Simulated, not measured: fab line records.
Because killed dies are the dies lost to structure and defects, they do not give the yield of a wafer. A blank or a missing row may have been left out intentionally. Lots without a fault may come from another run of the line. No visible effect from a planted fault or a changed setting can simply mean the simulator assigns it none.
fab line records	flow sky130
record: lots: 6	wafers: 18	last-day: 50
route steps=708 shown METAL1@441 PAD_OPEN@708
lots untouched by any fault: they come from a run of this same line in which no faults occurred
start-h: hours from the record's opening day to when the first of the lot's shown wafers began	wait-h: hours since the lot's step before	" unchanged from the row above	L1.1+2: a row that stands for several wafers	- either no value or no given start	* or withheld: withheld	< > ~ a bound
route shown NAME@n: names a module that has steps shown in the file, with the first one's number in the route	usual: mean/standard deviation taken from wafers without a fault	same: alike in all rows	chamber/n: place in a boat	sites: each site's reading	_std_site: the values' standard deviation	_edge_site: inner sites' mean taken away from outer sites' mean	radius-mm: how far each site lies from the wafer's centre	mask NAME#n: copy n	behind: the tool/chamber that last shaped the wafer	hold: what put the lot on hold/how long, in hours/how the hold closed	device: whichever transistor did not switch (one of n, p or np)	end of line: the route-end tests of the same wafers	where a step has no rows: the recipe by itself	killed: dies that structure and defects cost at the first sort, which is not the same as the wafer's yield	map: the dies of a wafer, with x for killed, . for not killed, _ for no die there
set.NAME: the setting as run; set.NAME@STEP: as run at that earlier step	model.NAME: the simulator's own value behind a step, which no gauge read
lots at selected steps of the route; one table per step, one row per wafer
services: when a tool's chamber went out of use (start-h, in hours from the record's first day, below 0 if earlier), for how many hours, and the reason
== steps ==
step: SKY_METAL1_DEHYDRATE_07
recipe: temp-c: 200	time-s: 60
step: SKY_METAL1_HMDS_08
recipe: prime-time-s: 60	prime-temp-c: 120
step: SKY_METAL1_COAT_09
recipe: resist: BARC	temp-c: withheld	time-s: withheld	spin-rpm: 3000	resist-thk-nm: 60
step: SKY_METAL1_COAT_10
recipe: resist: KrF-thick	spin-rpm: 3000	resist-thk-nm: 450
step: SKY_METAL1_SOFTBAKE_11
recipe: temp-c: 100	time-s: 90	resist: KrF-thick
step: SKY_METAL1_EXPOSE_12
recipe: mask-id: MM1	na: 0.8	source-shape: annular	sigma-inner: 0.55	sigma-outer: 0.85	target-cd-nm: 140	dose-mj: 28
step: SKY_METAL1_PEB_13
recipe: peb-temp-c: withheld	peb-time-s: withheld	resist: KrF-thick
step: SKY_METAL1_DEVELOP_14
recipe: develop-time-s: 60	resist: KrF-thick	dev-temp-c: 21
step: SKY_METAL1_CD_MEAS_15
recipe: target-cd-nm: 140
usual: cd-nm: 140.1/1.7
lot.wafer	tool	chamber	start-h	wait-h	cd-nm
L572.1	cd-sem-01	-	816.21	-	141.9
L572.3	"	-	"	"	140.4
L572.4	"	-	"	"	141.3
L574.2	cd-sem-02	-	824.62	-	138.2
L574.3	"	-	"	"	138.8
L574.6	"	-	"	"	137.1
L582.2	cd-sem-01	-	874.41	-	141.0
L582.3	"	-	"	"	142.3
L582.4	"	-	"	"	141.1
L583.2	cd-sem-01	-	889.41	-	140.3
L583.3	"	-	"	"	138.6
L583.4	"	-	"	"	139.7
L584.1	cd-sem-01	-	894.95	-	141.2
L584.2	"	-	"	"	139.0
L584.6	"	-	"	"	141.3
L587.2	cd-sem-01	-	922.27	-	140.9
L587.4	"	-	"	"	141.2
L587.5	"	-	"	"	142.3
step: SKY_METAL1_OVL_MEAS_16
usual: METAL1_OVL: -5/5.5
lot.wafer	tool	chamber	start-h	wait-h	METAL1_OVL[nm]
L572.1	overlay-01	-	816.33	0.1	-4
L572.3	"	-	"	"	-6
L572.4	"	-	"	"	-13
L574.2	overlay-02	-	824.73	0.1	-5
L574.3	"	-	"	"	-17
L574.6	"	-	"	"	-1
L582.2	overlay-02	-	874.51	0.1	-1
L582.3	"	-	"	"	-6
L582.4	"	-	"	"	2
L583.2	overlay-02	-	889.52	0.1	-8
L583.3	"	-	"	"	-4
L583.4	"	-	"	"	-2
L584.1	overlay-02	-	895.07	0.1	-4
L584.2	"	-	"	"	-11
L584.6	"	-	"	"	-7
L587.2	overlay-02	-	922.38	0.1	-4
L587.4	"	-	"	"	-3
L587.5	"	-	"	"	-2
step: SKY_METAL1_DESCUM_17
recipe: chemistry: O2	source-power-w: 150	bias-power-w: 0	pressure-mtorr: 10	temp-c: 40	time-s: 8
usual: chamber-pressure-mTorr: 10.000/0.0087	drypump-motor-current-A: 6.1/0.42	oes-product-au: 1.001/0.011
lot.wafer	tool	chamber	start-h	wait-h	chamber-pressure-mTorr	drypump-motor-current-A	oes-product-au	rf-hours-counter-h
L572.1	rie-metal-02	1	816.37	0.0	9.998	6.1	1.007	15
L572.3	"	0	"	"	10.005	6.5	1.016	-
L572.4	"	1	"	"	10.000	6.1	1.013	-
L574.2	rie-metal-01	1	824.76	0.0	9.981	5.4	0.990	15
L574.3	"	0	"	"	9.992	6.6	1.008	-
L574.6	"	1	"	"	9.996	5.4	1.008	-
L582.2	rie-metal-02	1	874.54	0.0	9.997	6.1	0.992	2
L582.3	"	0	"	"	10.001	6.5	0.997	-
L582.4	"	1	"	"	9.988	6.1	0.983	-
L583.2	rie-metal-04	0	889.55	0.0	9.999	5.8	1.003	16
L583.3	"	1	"	"	10.009	5.5	1.011	-
L583.4	"	0	"	"	10.001	5.8	0.999	-
L584.1	rie-metal-02	1	895.11	0.0	10.001	6.1	0.986	3
L584.2	"	0	"	"	9.992	6.5	1.004	2
L584.6	"	0	"	"	10.000	6.5	0.995	-
L587.2	rie-metal-01	1	922.41	0.0	10.011	5.4	0.999	1
L587.4	"	0	"	"	9.998	6.5	1.029	-
L587.5	"	0	"	"	10.011	6.5	1.021	-
step: SKY_METAL1_ETCH_18
recipe: chemistry: N2/H2	target: BARC	ion-energy-ev: 200	bias-w: 100	pressure-mtorr: 30	n2-flow-sccm: 100	h2-flow-sccm: 200	icp-w: 500	stop-on: SiO2	time-s: 45.9	target-depth-a: 600
usual: chamber-pressure-mTorr: 30.002/0.028	drypump-motor-current-A: 6.1/0.42	n2-flow-sccm: 100.0/0.31	oes-product-au: 0.855/0.0055	throttle-valve-pct: 13.224/0.01
lot.wafer	tool	chamber	start-h	wait-h	chamber-pressure-mTorr	drypump-motor-current-A	n2-flow-sccm	oes-product-au	rf-hours-counter-h	throttle-valve-pct
L572.1	rie-metal-02	1	816.40	0.0	30.042	6.1	100.5	0.851	15	13.206
L572.3	"	0	"	"	30.018	6.5	99.8	0.848	-	13.225
L572.4	"	1	"	"	30.003	6.1	99.9	0.851	-	13.221
L574.2	rie-metal-01	1	824.79	0.0	30.017	5.4	100.2	0.850	15	13.233
L574.3	"	0	"	"	29.955	6.5	100.4	0.861	-	13.226
L574.6	"	1	"	"	29.938	5.4	100.4	0.849	-	13.226
L582.2	rie-metal-02	1	874.58	0.0	30.016	6.1	99.8	0.857	2	13.220
L582.3	"	0	"	"	30.007	6.6	100.2	0.863	-	13.224
L582.4	"	1	"	"	30.011	6.1	100.3	0.860	-	13.220
L583.2	rie-metal-04	0	889.58	0.0	29.979	5.8	99.8	0.860	16	13.230
L583.3	"	1	"	"	29.973	5.5	99.7	0.849	-	13.226
L583.4	"	0	"	"	30.011	5.8	99.7	0.854	-	13.221
L584.1	rie-metal-02	1	895.14	0.0	30.040	6.1	99.9	0.846	3	13.225
L584.2	"	0	"	"	30.000	6.6	100.1	0.859	2	13.221
L584.6	"	0	"	"	29.971	6.6	100.0	0.854	-	13.231
L587.2	rie-metal-01	1	922.44	0.0	29.975	5.4	99.9	0.849	1	13.233
L587.4	"	0	"	"	30.009	6.6	99.8	0.853	-	13.205
L587.5	"	0	"	"	30.009	6.6	99.4	0.853	-	13.233
step: SKY_METAL1_METAL_ETCH_19
recipe: target-depth-a: 3600	stop-on: SiO2	over-etch-frac: 0.3	time-s: 78	chemistry: Cl2/BCl3	resist-sidewall-deg: 88	pressure-mtorr: 10	icp-w: 900	bias-w: 47.94	Cl2_flow_sccm: 60	bcl3-flow-sccm: 30
usual: chamber-pressure-mTorr: 10.000/0.01	drypump-motor-current-A: 6.1/0.43	oes-product-au: 0.855/0.0057	over-etch-frac: 0.3/0	throttle-valve-pct: 22.265/0.0094
lot.wafer	tool	chamber	start-h	wait-h	chamber-pressure-mTorr	drypump-motor-current-A	oes-product-au	over-etch-frac	rf-hours-counter-h	throttle-valve-pct	model.KrF-thick_of_METAL1_COAT_10.thk-nm	model.METAL1.cd-nm	model.SiO2_of_CONTACT_HDPCVD_02.thk-nm
L572.1	rie-metal-02	1	816.46	0.0	9.983	6.1	0.855	0.3	15	22.270	159.5	140.4	326.4
L572.3	"	0	"	"	10.009	6.6	0.852	0.3	-	22.257	160.4	139.9	326.9
L572.4	"	1	"	"	10.003	6.1	0.860	0.3	-	22.254	161.4	138.9	326.4
L574.2	rie-metal-01	1	824.85	0.0	9.992	5.4	0.856	0.3	15	22.267	157.1	140.5	325.7
L574.3	"	0	"	"	9.996	6.5	0.852	0.3	-	22.268	155.7	141.7	325.9
L574.6	"	1	"	"	9.989	5.4	0.850	0.3	-	22.284	159.9	140.6	327.3
L582.2	rie-metal-02	1	874.64	0.0	9.983	6.1	0.763	0.58101	2	22.281	118.9	132.3	325.2
L582.3	"	0	"	"	10.006	6.5	0.773	0.58101	-	22.263	111	135.6	323.2
L582.4	"	1	"	"	10.011	6.1	0.762	0.58101	-	22.265	119.3	131.2	323.9
L583.2	rie-metal-04	0	889.64	0.0	9.998	5.8	0.857	0.3	16	22.262	160.4	142.4	326.5
L583.3	"	1	"	"	10.000	5.5	0.853	0.3	-	22.271	159.8	139	327.2
L583.4	"	0	"	"	9.999	5.8	0.850	0.3	-	22.263	160	141.1	325.2
L584.1	rie-metal-02	1	895.20	0.0	9.987	6.1	0.766	0.58101	3	22.278	114.7	132	325.3
L584.2	"	0	"	"	10.016	6.5	0.778	0.58101	2	22.263	110.1	133.5	324.9
L584.6	"	0	"	"	9.998	6.5	0.753	0.58101	-	22.275	109.5	136.2	325.2
L587.2	rie-metal-01	1	922.50	0.0	10.004	5.4	0.845	0.3	1	22.268	163.3	142.4	325.8
L587.4	"	0	"	"	10.001	6.5	0.856	0.3	-	22.263	157.2	142.5	326.1
L587.5	"	0	"	"	10.011	6.6	0.853	0.3	-	22.259	157	144.2	324.3
step: SKY_METAL1_STRIP_20
recipe: chemistry: O2/N2	power-w: 1400	pressure-mtorr: 1500	platen-temp-c: withheld	o2-flow-sccm: 3000	n2-flow-sccm: 300	overash-fraction: 0.5
usual: chamber-pressure-mTorr: 1500.0/1.4	drypump-motor-current-A: 5.9/0.38	n2-flow-sccm: 300.0/0.96	oes-product-au: 0.343/0.0049	strip-time-to-endpoint-s: 2.72/0.042
lot.wafer	tool	chamber	start-h	wait-h	chamber-pressure-mTorr	drypump-motor-current-A	n2-flow-sccm	oes-product-au	rf-hours-counter-h	strip-time-to-endpoint-s
L572.1	plasma-asher-02	1	816.55	0.1	1501.8	5.9	300.2	0.342	71	2.72
L572.3	"	1	"	"	1500.8	5.9	299.3	0.348	-	2.70
L572.4	"	0	"	"	1497.1	6.0	298.5	0.343	-	2.74
L574.2	plasma-asher-02	1	824.94	0.1	1499.3	5.9	299.9	0.337	72	2.68
L574.3	"	1	"	"	1495.4	5.9	300.3	0.341	-	2.66
L574.6	"	0	"	"	1501.7	5.9	299.9	0.341	-	2.70
L582.2	plasma-asher-03	0	874.73	0.1	1498.1	6.6	300.7	0.325	37	2.24
L582.3	"	0	"	"	1500.6	6.5	300.1	0.320	-	2.18
L582.4	"	1	"	"	1498.5	6.0	300.6	0.323	-	2.25
L583.2	plasma-asher-02	1	889.73	0.1	1500.8	5.9	298.5	0.344	79	2.72
L583.3	"	0	"	"	1501.3	5.9	299.5	0.348	-	2.71
L583.4	"	1	"	"	1496.8	5.9	299.7	0.336	-	2.70
L584.1	plasma-asher-01	0	895.29	0.1	1499.1	5.5	300.8	0.323	116	2.20
L584.2	"	1	"	"	1498.2	5.2	298.7	0.328	116	2.16
L584.6	"	0	"	"	1500.4	5.5	300.1	0.315	-	2.15
L587.2	plasma-asher-01	0	922.59	0.1	1500.5	5.5	300.0	0.341	118	2.74
L587.4	"	1	"	"	1499.2	5.2	299.7	0.340	-	2.66
L587.5	"	0	"	"	1500.6	5.5	299.3	0.335	-	2.68
step: SKY_METAL1_STRIP_21
recipe: chemistry: post-etch-residue-remover	time-s: 1200	temp-c: 72.5
step: SKY_PAD_OPEN_PROBE_99
usual: defect-limited-yield: 82.4/1.8	killed_at_M0_to_M3: 43/6.8	killed_at_M4_up: 3.1/1.6	killed-at-contacts: 24/5.4	killed-at-front-end: 16/4.4	killed-at-other: 0.2/0.48	killed-dies: 87/8.8	killed-on-rim: 17/3.4	killed-open: 48/6.4	killed-short: 39/6.2	sort_bin_3_pad_short: 0.9/0.43	sort_bin_5_function: 10.5/1.4	sort_bin_6_memory: 6.2/1.1	sort-n-pass: 405/8.8	sort-yield-pct: 82.4/1.8
same: gross-dies: 492	killed-at-back-side: 0	sort_bin_4_leakage[%]: 0	sort_bin_8_speed[%]: 0
lot.wafer	tool	chamber	start-h	wait-h	defect-limited-yield[%]	killed_at_M0_to_M3	killed_at_M4_up	killed-at-contacts	killed-at-front-end	killed-at-other	killed-dies	killed-on-rim	killed-open	killed-short	sort_bin_3_pad_short[%]	sort_bin_5_function[%]	sort_bin_6_memory[%]	sort-n-pass	sort-yield-pct[%]	model.etest.met1.width-nm	model.etest.met1.line-ohm-um
L572.1	prober-01	-	1116.41	0.1	81.7	47	6	26	11	0	90	18	48	42	1.0	11.6	5.7	402	81.7	141.3	0.9049
L572.3	prober-01	-	1116.51	0.2	82.7	52	4	20	9	0	85	22	56	29	1.4	8.5	7.3	407	82.7	141	0.9152
L572.4	prober-01	-	1116.56	0.2	83.3	44	1	24	12	1	82	21	49	33	0.4	10.2	6.1	410	83.3	141.1	0.9073
L574.2	prober-02	-	1123.96	0.1	83.5	40	4	24	13	0	81	17	44	37	1.2	8.9	6.3	411	83.5	140.4	0.9262
L574.3	prober-02	-	1124.01	0.2	80.3	47	6	31	13	0	97	20	52	45	0.4	12.4	6.9	395	80.3	137.7	0.9415
L574.6	prober-02	-	1124.16	0.2	81.1	48	4	25	16	0	93	15	54	39	0.8	11.8	6.3	399	81.1	137.8	0.9271
L582.2	prober-02	-	1159.28	0.1	82.1	44	0	33	11	0	88	14	49	39	0.8	8.9	8.1	404	82.1	130.9	0.9746
L582.3	prober-02	-	1159.33	0.2	81.1	37	5	28	23	0	93	21	46	47	1.2	10.8	6.9	399	81.1	137.8	0.9293
L582.4	prober-02	-	1159.38	0.2	76.0	57	5	32	22	2	118	22	64	54	1.0	14.6	8.3	374	76.0	131.8	0.9769
L583.2	prober-01	-	1172.33	0.1	82.9	39	5	17	23	0	84	18	50	34	1.0	9.6	6.5	408	82.9	142.9	0.8753
L583.3	prober-01	-	1172.38	0.2	82.5	44	2	24	16	0	86	25	44	42	0.8	10.8	5.9	406	82.5	137.6	0.9176
L583.4	prober-01	-	1172.43	0.2	82.7	41	6	22	16	0	85	15	56	29	0.2	11.2	5.9	407	82.7	141.1	0.8786
L584.1	prober-02	-	1174.79	0.1	83.1	39	2	26	16	0	83	17	45	38	1.2	9.1	6.5	409	83.1	130.4	0.9973
L584.2	prober-02	-	1174.84	0.1	81.9	36	3	27	22	1	89	17	51	38	1.2	9.6	7.3	403	81.9	131	0.9868
L584.6	prober-02	-	1175.04	0.2	82.5	35	4	34	13	0	86	20	46	40	1.2	10.6	5.7	406	82.5	136.5	0.9522
L587.2	prober-02	-	1195.30	0.1	80.7	52	1	19	23	0	95	17	47	48	0.6	11.2	7.5	397	80.7	142.7	0.9187
L587.4	prober-02	-	1195.40	0.2	81.7	48	1	24	17	0	90	7	58	32	0.4	10.6	7.3	402	81.7	141.1	0.9201
L587.5	prober-02	-	1195.45	0.2	80.9	45	5	21	23	0	94	16	46	48	2.2	10.6	6.3	398	80.9	145.3	0.8911
killed by level:class
L572.1 VIA1:geometric-particle:open=12 CONTACT:geometric-particle:open=10 LI_CONTACT:geometric-particle:open=7 POLY_GATE:geometric-particle:short=6 VIA2:geometric-particle:open=6 METAL4:geometric-particle:short=5 VIA2:geometric-particle:short=4 LI_CONTACT:geometric-particle:short=4
L572.3 VIA1:geometric-particle:open=20 CONTACT:geometric-particle:open=7 VIA3:geometric-particle:open=6 LI_CONTACT:geometric-particle:open=6 METAL1:geometric-particle:short=5 VIA2:geometric-particle:open=4 METAL4:geometric-particle:short=4 FIELD_ISO:geometric-particle:open=3
L572.4 VIA1:geometric-particle:open=12 LI_CONTACT:geometric-particle:open=8 METAL2:geometric-particle:short=7 CONTACT:geometric-particle:open=7 POLY_GATE:geometric-particle:open=5 VIA1:geometric-particle:short=5 VIA2:geometric-particle:open=5 VIA3:geometric-particle:open=5
L574.2 VIA1:geometric-particle:open=9 LI_CONTACT:geometric-particle:open=6 CONTACT:geometric-particle:open=6 METAL1:geometric-particle:short=6 VIA2:geometric-particle:open=6 METAL4:geometric-particle:short=4 LI_CONTACT:geometric-particle:short=4 CONTACT:geometric-particle:short=4
L574.3 LI_CONTACT:geometric-particle:open=10 LOCAL_INTERCONNECT:geometric-particle:short=8 METAL1:geometric-particle:short=8 METAL2:geometric-particle:short=8 VIA3:geometric-particle:open=8 VIA2:geometric-particle:open=6 CONTACT:geometric-particle:open=6 VIA1:geometric-particle:open=6
L574.6 CONTACT:geometric-particle:open=13 VIA2:geometric-particle:open=10 VIA1:geometric-particle:open=8 FIELD_ISO:geometric-particle:open=6 CONTACT:geometric-particle:short=5 VIA3:geometric-particle:open=5 METAL1:geometric-particle:short=5 VIA1:geometric-particle:short=5
L582.2 CONTACT:geometric-particle:open=11 VIA1:geometric-particle:open=11 VIA1:geometric-particle:short=8 LI_CONTACT:geometric-particle:open=7 VIA2:geometric-particle:open=6 LOCAL_INTERCONNECT:geometric-particle:short=5 CONTACT:geometric-particle:short=5 METAL2:geometric-particle:short=5
L582.3 VIA1:geometric-particle:open=12 POLY_GATE:geometric-particle:open=9 CONTACT:geometric-particle:open=7 LOCAL_INTERCONNECT:geometric-particle:short=6 CONTACT:geometric-particle:short=6 METAL1:geometric-particle:short=6 METAL2:geometric-particle:short=5 VIA2:geometric-particle:open=5
L582.4 METAL1:geometric-particle:short=12 VIA1:geometric-particle:open=12 LI_CONTACT:geometric-particle:open=10 POLY_GATE:geometric-particle:open=9 CONTACT:geometric-particle:open=8 VIA2:geometric-particle:open=8 LOCAL_INTERCONNECT:geometric-particle:short=6 CONTACT:geometric-particle:short=6
L583.2 VIA1:geometric-particle:open=9 VIA2:geometric-particle:open=9 CONTACT:geometric-particle:open=7 FIELD_ISO:geometric-particle:open=5 POLY_GATE:geometric-particle:open=5 LI_CONTACT:geometric-particle:open=5 METAL4:geometric-particle:short=5 FIELD_ISO:geometric-particle:short=4
L583.3 VIA1:geometric-particle:open=10 VIA3:geometric-particle:open=8 CONTACT:geometric-particle:short=6 CONTACT:geometric-particle:open=6 VIA2:geometric-particle:open=6 FIELD_ISO:geometric-particle:open=5 POLY_GATE:geometric-particle:short=5 LI_CONTACT:geometric-particle:open=5
L583.4 VIA3:geometric-particle:open=11 VIA1:geometric-particle:open=9 CONTACT:geometric-particle:open=8 LI_CONTACT:geometric-particle:open=7 POLY_GATE:geometric-particle:open=6 VIA2:geometric-particle:open=5 POLY_GATE:geometric-particle:short=4 METAL1:geometric-particle:short=4
L584.1 CONTACT:geometric-particle:open=9 CONTACT:geometric-particle:short=7 VIA1:geometric-particle:open=7 VIA2:geometric-particle:open=6 VIA3:geometric-particle:open=6 POLY_GATE:geometric-particle:short=5 LI_CONTACT:geometric-particle:open=5 METAL1:geometric-particle:short=5
L584.2 VIA1:geometric-particle:open=10 CONTACT:geometric-particle:open=9 LI_CONTACT:geometric-particle:open=8 FIELD_ISO:geometric-particle:open=6 VIA1:geometric-particle:short=6 POLY_GATE:geometric-particle:short=5 LOCAL_INTERCONNECT:geometric-particle:short=4 VIA2:geometric-particle:open=4
L584.6 CONTACT:geometric-particle:open=10 CONTACT:geometric-particle:short=10 VIA1:geometric-particle:open=9 LI_CONTACT:geometric-particle:open=9 METAL2:geometric-particle:short=5 POLY_GATE:geometric-particle:short=4 VIA2:geometric-particle:short=4 FIELD_ISO:geometric-particle:open=3
L587.2 VIA1:geometric-particle:open=9 METAL2:geometric-particle:short=9 LI_CONTACT:geometric-particle:open=7 VIA1:geometric-particle:short=7 VIA3:geometric-particle:open=6 POLY_GATE:geometric-particle:short=5 POLY_GATE:geometric-particle:open=5 CONTACT:geometric-particle:open=5
L587.4 VIA1:geometric-particle:open=15 VIA3:geometric-particle:open=12 LI_CONTACT:geometric-particle:open=11 CONTACT:geometric-particle:open=9 METAL1:geometric-particle:short=6 FIELD_ISO:geometric-particle:open=5 FIELD_ISO:geometric-particle:short=5 POLY_GATE:geometric-particle:short=4
L587.5 VIA1:geometric-particle:open=15 METAL2:geometric-particle:short=8 POLY_GATE:geometric-particle:short=7 FIELD_ISO:geometric-particle:open=6 CONTACT:geometric-particle:open=6 FIELD_ISO:geometric-particle:short=5 VIA1:geometric-particle:short=5 CONTACT:geometric-particle:short=5
== services ==
tool	chamber	start-h	hours	kind
rie-metal-04	-	800.51	1.4	pm
rie-metal-01	-	811.77	2.8	pm
rie-metal-02	1	819.32	-	clean
rie-metal-02	1	819.32	12.7	scheduled-down
rie-metal-02	1	819.32	12.7	vent-cycle
rie-metal-02	0	840.35	-	clean
rie-metal-02	0	840.35	21.1	scheduled-down
rie-metal-02	0	840.35	21.1	vent-cycle
rie-metal-04	1	856.42	-	clean
rie-metal-04	1	856.42	19.0	scheduled-down
rie-metal-04	1	856.42	19.0	vent-cycle
rie-metal-01	1	873.87	-	clean
rie-metal-01	1	873.87	24.4	scheduled-down
rie-metal-01	1	873.87	24.4	vent-cycle
plasma-asher-01	-	888.89	0.7	repair
== key ==
first-sign: step: SKY_METAL1_METAL_ETCH_19	reading: over-etch-frac	direction: up	sigmas: 99+	usual: 0.3	struck: 0.58101
effect: step: SKY_METAL1_METAL_ETCH_19	reading: oes-product-au	direction: down	sigmas: 16	usual: 0.855	struck: 0.766
effect: step: SKY_METAL1_STRIP_20	reading: strip-time-to-endpoint-s	direction: down	sigmas: 12	usual: *	struck: *
model-effect: step: SKY_METAL1_METAL_ETCH_19	value: KrF-thick_of_METAL1_COAT_10.thk-nm	without: 163.7	struck: 113.9
model-effect: step: SKY_PAD_OPEN_PROBE_99	value: etest.met1.width-nm	without: 138.9	struck: 133.1
met-at SKY_METAL1_METAL_ETCH_19
struck-wafers L582.2,L582.3,L582.4,L584.1,L584.2,L584.6
onset-between 816.46 874.64
fault: kind: process-parameter-drift	tool: rie-metal-02	chamber: -	onset-h: 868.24	steps: SKY_METAL1_METAL_ETCH_19	channel: over-etch-frac	offset: 0.28101	shape: step	end-h: 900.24	acts-in: these-recipes-only	stated: 0.3
